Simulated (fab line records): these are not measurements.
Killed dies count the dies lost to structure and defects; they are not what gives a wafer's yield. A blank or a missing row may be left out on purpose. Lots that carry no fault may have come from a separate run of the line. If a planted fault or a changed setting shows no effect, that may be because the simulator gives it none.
fab line records	flow gf180mcu
record lots=6	wafers=18	last_day=34
route steps=602 shown V5@557 TOP_METAL@567
lots untouched by any fault: they come from a run of this same line in which no faults occurred
start_h: hours from the record's first day to the start of the lot's first wafer shown	wait_h: hours since the lot's step before	" the same as in the row above	L1.1+2: a row that stands for several wafers	- either no value or no given start	* or withheld: withheld	< > ~ a bound
route shown NAME@n: a module of which the file shows steps, and the number in the route of the first	usual: average and standard deviation across the fault-free wafers	same: alike in all rows	chamber/n: place in a boat	sites: readings site by site	_std_site: their standard deviation	_edge_site: mean of outer sites minus mean of inner sites	radius_mm: how far each site lies from the wafer's centre	mask NAME#n: copy n	behind: the tool/chamber that last shaped the wafer	hold: cause of the lot's hold/its duration in hours/its outcome	device: transistor that didn't switch, given as n, p or np	end of line: the same wafers' tests at the end of the route	a step without rows: its recipe alone	killed: at the first sort, the dies lost to defects and structure; wafer yield is something else	map: per-die view of a wafer (x killed, . not killed, _ where there is no die)
set.NAME: the run value of the setting; set.NAME@STEP: its run value at that earlier step	model.NAME: the simulator's own value behind a step, which no gauge read
lots at some steps of the route; a table a step, a row a wafer
services: a tool's chamber out of use, with start hour (start_h, from the record's first day; less than 0 if before it), hours out, and reason
## steps
# step GF_V5_ETCH_17
# recipe chemistry=C4F8/O2/Ar	mask_material=KrF	target=SiO2	stop_on=TiN	source_w=1500	bias_w=1200	pressure_mtorr=40	c4f8_flow_sccm=withheld	O2_flow_sccm=6	Ar_flow_sccm=300	time_s=withheld	target_depth_a=8550
# step GF_V5_STRIP_18
# recipe chemistry=O2/N2	power_w=1400	pressure_mtorr=1500	platen_temp_c=250	o2_flow_sccm=3000	n2_flow_sccm=300	overash_fraction=0.5
# step GF_V5_STRIP_19
# recipe chemistry=post_etch_residue_remover	time_s=1200	temp_c=72.5
# step GF_V5_CLEAN_20
# recipe chemistry=DIW	dry=n2_spin
# step GF_V5_SPUTTER_21
# recipe material=Ti	target_thk_nm=15	chamber_pressure_pa=5	power_w=2500	substrate_temp_c=200	time_s=80.02
# usual throttle_valve_pct=30.3/0.81
lot.wafer	tool	chamber	start_h	wait_h	throttle_valve_pct
L458.1	pvd_sputter-01	-	622.79	0.0	30.9
L458.2	"	-	"	"	29.0
L458.4	"	-	"	"	29.4
L459.1	pvd_sputter-03	-	634.83	0.0	29.8
L459.4	"	-	"	"	29.7
L459.6	"	-	"	"	30.7
L463.2	pvd_sputter-02	-	669.67	0.0	29.8
L463.4	"	-	"	"	31.7
L463.5	"	-	"	"	32.1
L465.1	pvd_sputter-03	-	678.03	0.0	29.6
L465.4	"	-	"	"	30.1
L465.5	"	-	"	"	30.3
L478.1	pvd_sputter-02	-	763.78	0.0	31.2
L478.4	"	-	"	"	30.5
L478.5	"	-	"	"	32.1
L480.3	pvd_sputter-02	-	778.34	0.0	29.7
L480.4	"	-	"	"	29.6
L480.5	"	-	"	"	31.6
# step GF_V5_SPUTTER_22
# recipe material=TiN	target_thk_nm=10	chamber_pressure_pa=5	power_w=4000	time_s=40
# step GF_V5_CVD_23
# recipe material=W	target_thk_nm=350	time_s=104.9	temp_c=400	pressure_torr=40
# usual heater_power_w=929/76
lot.wafer	tool	chamber	start_h	wait_h	heater_power_w
L458.1	cvd_w-02	0	622.89	0.0	859
L458.2	"	1	"	"	991
L458.4	"	0	"	"	859
L459.1	cvd_w-01	0	634.93	0.0	837
L459.4	"	0	"	"	868
L459.6	"	1	"	"	1022
L463.2	cvd_w-02	0	669.77	0.0	861
L463.4	"	0	"	"	844
L463.5	"	0	"	"	842
L465.1	cvd_w-02	0	678.13	0.0	831
L465.4	"	0	"	"	863
L465.5	"	1	"	"	956
L478.1	cvd_w-02	0	763.88	0.0	853
L478.4	"	0	"	"	875
L478.5	"	1	"	"	999
L480.3	cvd_w-02	0	778.48	0.1	867
L480.4	"	1	"	"	1023
L480.5	"	1	"	"	981
# step GF_V5_RS_MEAS_24
# recipe thk_meas_gauge=four-point-probe	reads=W_of_V5_CVD_23+TiN_of_V5_SPUTTER_22+Ti_of_V5_SPUTTER_21
# usual V5_W_RS=0.328/0.0036
lot.wafer	tool	chamber	start_h	wait_h	V5_W_RS[ohm/sq]
L458.1	film_metro-02	-	623.01	0.1	0.324
L458.2	"	-	"	"	0.327
L458.4	"	-	"	"	0.327
L459.1	film_metro-02	-	635.04	0.1	0.326
L459.4	"	-	"	"	0.326
L459.6	"	-	"	"	0.328
L463.2	film_metro-04	-	669.93	0.1	0.322
L463.4	"	-	"	"	0.327
L463.5	"	-	"	"	0.322
L465.1	film_metro-04	-	678.24	0.1	0.330
L465.4	"	-	"	"	0.328
L465.5	"	-	"	"	0.331
L478.1	film_metro-02	-	763.99	0.1	0.334
L478.4	"	-	"	"	0.334
L478.5	"	-	"	"	0.333
L480.3	film_metro-02	-	778.60	0.1	0.328
L480.4	"	-	"	"	0.328
L480.5	"	-	"	"	0.332
# step GF_V5_THK_MEAS_25
# recipe thk_meas_gauge=xrf	reads=W_of_V5_CVD_23
# usual V5_W_THK=351/5.6
lot.wafer	tool	chamber	start_h	wait_h	V5_W_THK[nm]
L458.1	film_metro-02	-	623.13	0.1	359
L458.2	"	-	"	"	358
L458.4	"	-	"	"	357
L459.1	film_metro-02	-	635.16	0.1	358
L459.4	"	-	"	"	357
L459.6	"	-	"	"	356
L463.2	film_metro-04	-	670.04	0.1	353
L463.4	"	-	"	"	347
L463.5	"	-	"	"	353
L465.1	film_metro-04	-	678.36	0.1	343
L465.4	"	-	"	"	345
L465.5	"	-	"	"	343
L478.1	film_metro-02	-	764.11	0.1	350
L478.4	"	-	"	"	346
L478.5	"	-	"	"	349
L480.3	film_metro-02	-	778.70	0.1	352
L480.4	"	-	"	"	353
L480.5	"	-	"	"	346
# step GF_V5_CMP_26
# recipe stop_on=SiO2	down_force_psi=3.5	platen_rpm=60	t_overpolish_s=15	target_thk_nm=0	pad_velocity_m_s=0.94248
# step GF_TOP_METAL_SPUTTER_00
# recipe material=Ti	target_thk_nm=37.5	arriving_ion_energy_ev=80	substrate_temp_c=200	chamber_pressure_pa=2	power_w=4000	time_s=150
# step GF_TOP_METAL_SPUTTER_01
# recipe material=TiN	target_thk_nm=30	power_w=6500	time_s=25	chamber_pressure_pa=0.4
# step GF_TOP_METAL_SPUTTER_02
# recipe material=AlCu	target_thk_nm=900	power_w=10600	chamber_pressure_pa=0.3	substrate_temp_c=250	gas=Ar	time_s=47.82
# usual throttle_valve_pct=29.8/0.87
lot.wafer	tool	chamber	start_h	wait_h	throttle_valve_pct	model.AlCu_of_TOP_METAL_SPUTTER_02.thk_nm
L458.1	pvd_sputter-03	-	623.62	0.0	30.2	896.2
L458.2	"	-	"	"	30.7	895.9
L458.4	"	-	"	"	29.8	895.1
L459.1	pvd_sputter-01	-	635.80	0.0	30.7	885.3
L459.4	"	-	"	"	29.4	888.3
L459.6	"	-	"	"	29.6	895.3
L463.2	pvd_sputter-04	-	670.52	0.0	28.2	897.6
L463.4	"	-	"	"	27.4	905.6
L463.5	"	-	"	"	31.0	900.6
L465.1	pvd_sputter-03	-	678.85	0.0	29.9	897.8
L465.4	"	-	"	"	30.0	894.1
L465.5	"	-	"	"	30.0	886.8
L478.1	pvd_sputter-01	-	764.60	0.0	29.2	913
L478.4	"	-	"	"	30.9	919.8
L478.5	"	-	"	"	29.1	918.8
L480.3	pvd_sputter-01	-	779.17	0.0	29.9	905
L480.4	"	-	"	"	30.8	902.8
L480.5	"	-	"	"	29.3	895.4
# step GF_TOP_METAL_SPUTTER_03
# recipe material=Ti	target_thk_nm=5	substrate_temp_c=300	chamber_pressure_pa=0.3	power_w=3000	time_s=3.3
# usual throttle_valve_pct=29.8/0.87
lot.wafer	tool	chamber	start_h	wait_h	throttle_valve_pct
L458.1	pvd_sputter-03	-	623.66	0.0	29.8
L458.2	"	-	"	"	30.9
L458.4	"	-	"	"	29.8
L459.1	pvd_sputter-01	-	635.84	0.0	30.8
L459.4	"	-	"	"	29.6
L459.6	"	-	"	"	29.7
L463.2	pvd_sputter-04	-	670.57	0.0	28.2
L463.4	"	-	"	"	27.4
L463.5	"	-	"	"	31.0
L465.1	pvd_sputter-03	-	678.90	0.0	29.8
L465.4	"	-	"	"	30.0
L465.5	"	-	"	"	30.1
L478.1	pvd_sputter-01	-	764.64	0.0	29.2
L478.4	"	-	"	"	30.7
L478.5	"	-	"	"	29.2
L480.3	pvd_sputter-01	-	779.21	0.0	29.7
L480.4	"	-	"	"	30.8
L480.5	"	-	"	"	29.1
# step GF_TOP_METAL_SPUTTER_04
# recipe material=TiN	target_thk_nm=25	power_w=6500	time_s=20.8	chamber_pressure_pa=0.4
# usual throttle_valve_pct=29.8/0.86
lot.wafer	tool	chamber	start_h	wait_h	throttle_valve_pct
L458.1	pvd_sputter-03	-	623.68	0.0	29.9
L458.2	"	-	"	"	30.8
L458.4	"	-	"	"	29.7
L459.1	pvd_sputter-01	-	635.86	0.0	31.1
L459.4	"	-	"	"	29.8
L459.6	"	-	"	"	29.7
L463.2	pvd_sputter-04	-	670.59	0.0	28.5
L463.4	"	-	"	"	27.7
L463.5	"	-	"	"	30.8
L465.1	pvd_sputter-03	-	678.91	0.0	30.2
L465.4	"	-	"	"	29.9
L465.5	"	-	"	"	30.0
L478.1	pvd_sputter-01	-	764.66	0.0	29.0
L478.4	"	-	"	"	30.7
L478.5	"	-	"	"	29.0
L480.3	pvd_sputter-01	-	779.23	0.0	29.7
L480.4	"	-	"	"	30.6
L480.5	"	-	"	"	28.9
# step GF_TOP_METAL_RS_MEAS_05
# recipe thk_meas_gauge=four-point-probe	reads=TiN_of_TOP_METAL_SPUTTER_04+Ti_of_TOP_METAL_SPUTTER_03+AlCu_of_TOP_METAL_SPUTTER_02+TiN_of_TOP_METAL_SPUTTER_01+Ti_of_TOP_METAL_SPUTTER_00
# usual TOP_METAL_ALCU_RS=0.0329/0.00033
lot.wafer	tool	chamber	start_h	wait_h	TOP_METAL_ALCU_RS[ohm/sq]
L458.1	film_metro-02	-	623.74	0.0	0.0329
L458.2	"	-	"	"	0.0329
L458.4	"	-	"	"	0.0330
L459.1	film_metro-02	-	635.89	0.0	0.0333
L459.4	"	-	"	"	0.0332
L459.6	"	-	"	"	0.0330
L463.2	film_metro-02	-	670.63	0.0	0.0329
L463.4	"	-	"	"	0.0326
L463.5	"	-	"	"	0.0329
L465.1	film_metro-03	-	678.94	0.0	0.0328
L465.4	"	-	"	"	0.0330
L465.5	"	-	"	"	0.0333
L478.1	film_metro-02	-	764.69	0.0	0.0323
L478.4	"	-	"	"	0.0321
L478.5	"	-	"	"	0.0321
L480.3	film_metro-02	-	779.30	0.1	0.0326
L480.4	"	-	"	"	0.0327
L480.5	"	-	"	"	0.0329
# step GF_TOP_METAL_THK_MEAS_06
# recipe thk_meas_gauge=xrf	reads=AlCu_of_TOP_METAL_SPUTTER_02
# usual TOP_METAL_ALCU_THK=880/9.6
lot.wafer	tool	chamber	start_h	wait_h	TOP_METAL_ALCU_THK[nm]
L458.1	film_metro-02	-	623.86	0.1	869
L458.2	"	-	"	"	871
L458.4	"	-	"	"	872
L459.1	film_metro-02	-	636.01	0.1	864
L459.4	"	-	"	"	864
L459.6	"	-	"	"	872
L463.2	film_metro-02	-	670.74	0.1	873
L463.4	"	-	"	"	884
L463.5	"	-	"	"	879
L465.1	film_metro-03	-	679.06	0.1	882
L465.4	"	-	"	"	878
L465.5	"	-	"	"	866
L478.1	film_metro-02	-	764.81	0.1	895
L478.4	"	-	"	"	907
L478.5	"	-	"	"	899
L480.3	film_metro-02	-	779.40	0.1	885
L480.4	"	-	"	"	887
L480.5	"	-	"	"	876
# step GF_TOP_METAL_DEHYDRATE_07
# recipe temp_c=200	time_s=60
# step GF_TOP_METAL_HMDS_08
# recipe prime_time_s=60	prime_temp_c=120
# step GF_TOP_METAL_COAT_09
# recipe resist=NOVOLAK	spin_rpm=3000	resist_thk_nm=1500
# step GF_TOP_METAL_SOFTBAKE_10
# recipe temp_c=90	time_s=60	resist=NOVOLAK
# step GF_TOP_METAL_EXPOSE_11
# recipe mask_id=MetalTop	target_cd_nm=440	na=0.6	source_shape=conventional	sigma_outer=0.6	dose_mj=170
# step GF_TOP_METAL_PEB_12
# recipe temp_c=withheld	time_s=*	resist=NOVOLAK
# step GF_TOP_METAL_DEVELOP_13
# recipe develop_time_s=60	dev_temp_c=23
# step GF_TOP_METAL_CD_MEAS_14
# recipe target_cd_nm=440
# usual cd_nm=441.0/1.7
lot.wafer	tool	chamber	start_h	wait_h	cd_nm
L458.1	cd_sem-02	-	643.40	0.1	440.0
L458.2	"	-	"	"	438.4
L458.4	"	-	"	"	439.8
L459.1	cd_sem-02	-	655.74	0.1	437.2
L459.4	"	-	"	"	439.6
L459.6	"	-	"	"	439.0
L463.2	cd_sem-02	-	689.12	0.1	442.0
L463.4	"	-	"	"	442.0
L463.5	"	-	"	"	439.8
L465.1	cd_sem-02	-	697.85	0.1	440.9
L465.4	"	-	"	"	442.4
L465.5	"	-	"	"	442.2
L478.1	cd_sem-02	-	779.89	0.1	442.7
L478.4	"	-	"	"	444.1
L478.5	"	-	"	"	442.5
L480.3	cd_sem-01	-	794.64	0.1	440.7
L480.4	"	-	"	"	442.1
L480.5	"	-	"	"	441.0
# step GF_TOP_METAL_OVL_MEAS_15
# usual TOP_METAL_OVL=0.1/1.5
lot.wafer	tool	chamber	start_h	wait_h	TOP_METAL_OVL[nm]
L458.1	overlay-01	-	643.52	0.1	1.5
L458.2	"	-	"	"	-0.1
L458.4	"	-	"	"	1.3
L459.1	overlay-02	-	655.86	0.1	-1.2
L459.4	"	-	"	"	-1.3
L459.6	"	-	"	"	-1.4
L463.2	overlay-01	-	689.23	0.1	-0.6
L463.4	"	-	"	"	-1.2
L463.5	"	-	"	"	-2.0
L465.1	overlay-01	-	697.97	0.1	0.8
L465.4	"	-	"	"	1.1
L465.5	"	-	"	"	-0.5
L478.1	overlay-02	-	780.01	0.1	-0.7
L478.4	"	-	"	"	-0.1
L478.5	"	-	"	"	0.1
L480.3	overlay-01	-	794.73	0.1	-1.2
L480.4	"	-	"	"	-1.4
L480.5	"	-	"	"	-3.0
# step GF_TOP_METAL_METAL_ETCH_16
# recipe chemistry=Cl2/BCl3	mask_material=NOVOLAK	target_depth_nm=1077.5	stop_on=SiO2	pressure_mtorr=8	icp_w=800	bias_w=140	Cl2_flow_sccm=80	bcl3_flow_sccm=40	time_s=179.6
# usual drypump_motor_current_A=5.6/0.38	oes_product_au=0.964/0.0073	throttle_valve_pct=28.260/0.011
lot.wafer	tool	chamber	start_h	wait_h	drypump_motor_current_A	oes_product_au	rf_hours_counter_h	throttle_valve_pct	model.TOP_METAL.feature_depth_nm	model.etch.depth_nm
L458.1	rie_metal-03	0	643.56	0.0	5.3	0.960	5	28.257	1018	1018
L458.2	"	1	"	"	5.6	0.961	12	28.257	1018	1018
L458.4	"	0	"	"	5.3	0.952	-	28.258	1017	1017
L459.1	rie_metal-03	1	655.89	0.0	5.6	0.953	12	28.262	1007	1007
L459.4	"	1	"	"	5.6	0.966	-	28.263	1011	1011
L459.6	"	1	"	"	5.6	0.953	-	28.263	1017	1017
L463.2	rie_metal-04	0	689.32	0.1	6.2	0.967	-	28.260	1020	1020
L463.4	"	0	"	"	6.2	0.973	-	28.251	1028	1028
L463.5	"	0	"	"	6.3	0.969	-	28.263	1023	1023
L465.1	rie_metal-04	0	698.01	0.0	6.2	0.973	6	28.268	1020	1020
L465.4	"	0	"	"	6.3	0.961	-	28.242	1016	1016
L465.5	"	0	"	"	6.2	0.954	-	28.253	1008	1008
L478.1	rie_metal-03	1	780.04	0.0	5.6	0.981	3	28.232	1035	1035
L478.4	"	0	"	"	5.3	0.968	-	28.246	1042	1042
L478.5	"	1	"	"	5.6	0.980	-	28.251	1041	1041
L480.3	rie_metal-04	0	794.82	0.1	6.2	0.968	-	28.268	1028	1028
L480.4	"	1	"	"	5.2	0.957	-	28.258	1025	1025
L480.5	"	0	"	"	6.2	0.966	-	28.261	1018	1018
# step GF_TOP_METAL_STRIP_17
# recipe chemistry=O2/N2	power_w=1400	pressure_mtorr=1500	platen_temp_c=250	o2_flow_sccm=3000	n2_flow_sccm=300	overash_fraction=0.5
# usual drypump_motor_current_A=6.1/0.39	heater_power_w=335/33	oes_product_au=0.710/0.0044	strip_time_to_endpoint_s=13.47/0.061
lot.wafer	tool	chamber	start_h	wait_h	drypump_motor_current_A	heater_power_w	oes_product_au	rf_hours_counter_h	strip_time_to_endpoint_s
L458.1	plasma_asher-03	1	643.73	0.1	5.7	360	0.713	98	13.51
L458.2	"	0	"	"	6.4	344	0.705	98	13.44
L458.4	"	0	"	"	6.3	350	0.710	-	13.44
L459.1	plasma_asher-02	1	656.07	0.1	5.5	301	0.706	56	13.36
L459.4	"	0	"	"	6.5	389	0.702	-	13.39
L459.6	"	0	"	"	6.5	389	0.713	-	13.39
L463.2	plasma_asher-02	0	689.61	0.2	6.5	383	0.715	60	13.51
L463.4	"	1	"	"	5.5	295	0.709	-	13.48
L463.5	"	1	"	"	5.5	299	0.706	-	13.47
L465.1	plasma_asher-03	1	698.36	0.3	5.6	366	0.708	104	13.45
L465.4	"	0	"	"	6.3	347	0.714	-	13.48
L465.5	"	1	"	"	5.6	364	0.713	-	13.47
L478.1	plasma_asher-03	0	780.22	0.1	6.4	361	0.706	4	13.45
L478.4	"	1	"	"	5.6	352	0.706	-	13.55
L478.5	"	0	"	"	6.4	347	0.704	-	13.48
L480.3	plasma_asher-02	0	794.97	0.1	6.5	388	0.705	-	13.36
L480.4	"	1	"	"	5.5	298	0.707	-	13.46
L480.5	"	0	"	"	6.5	389	0.710	-	13.43
## services
tool	chamber	start_h	hours	kind
cvd_w-01	-	604.31	14.6	pm
pvd_sputter-02	-	622.09	5.3	repair
pvd_sputter-01	-	626.05	3.0	repair
rie_metal-03	-	630.10	1.4	pm
rie_metal-03	-	632.15	1.2	repair
cvd_w-01	-	650.22	0.9	repair
cvd_w-01	-	651.87	1.1	repair
pvd_sputter-04	-	665.72	1.5	repair
pvd_sputter-04	-	678.08	4.6	repair
pvd_sputter-01	3	704.09	-	consumable_replace:kit
pvd_sputter-01	3	704.09	18.0	scheduled_down
plasma_asher-02	-	711.59	6.4	repair
pvd_sputter-04	-	717.31	0.8	repair
plasma_asher-03	-	727.07	4.1	repair
rie_metal-04	-	729.22	0.1	repair
pvd_sputter-01	-	730.43	13.4	repair
plasma_asher-03	-	733.75	9.0	pm
cvd_w-01	-	751.23	6.9	pm
pvd_sputter-02	-	751.58	5.3	repair
cvd_w-02	-	759.60	2.8	pm
rie_metal-04	-	772.46	0.6	repair
cvd_w-01	-	774.86	0.5	repair
plasma_asher-03	-	786.18	0.5	repair
rie_metal-03	1	791.94	10.2	repair
## key
first_sign none at tools or gauges
model_effect step=GF_TOP_METAL_SPUTTER_02	value=AlCu_of_TOP_METAL_SPUTTER_02.thk_nm	without=895	struck=909.1
model_effect step=GF_TOP_METAL_METAL_ETCH_16	value=TOP_METAL.feature_depth_nm	without=1017	struck=1032
met_at GF_TOP_METAL_SPUTTER_02
struck_wafers L478.1,L478.4,L478.5,L480.3,L480.4,L480.5
onset_between 635.80 764.60
also_fits time
fault kind=process_parameter_drift	tool=pvd_sputter-01	chamber=-	onset_h=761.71	steps=GF_TOP_METAL_SPUTTER_02	channel=target_thk_nm	offset=14.124	shape=step	end_h=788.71	acts_in=these_recipes_only	stated=900
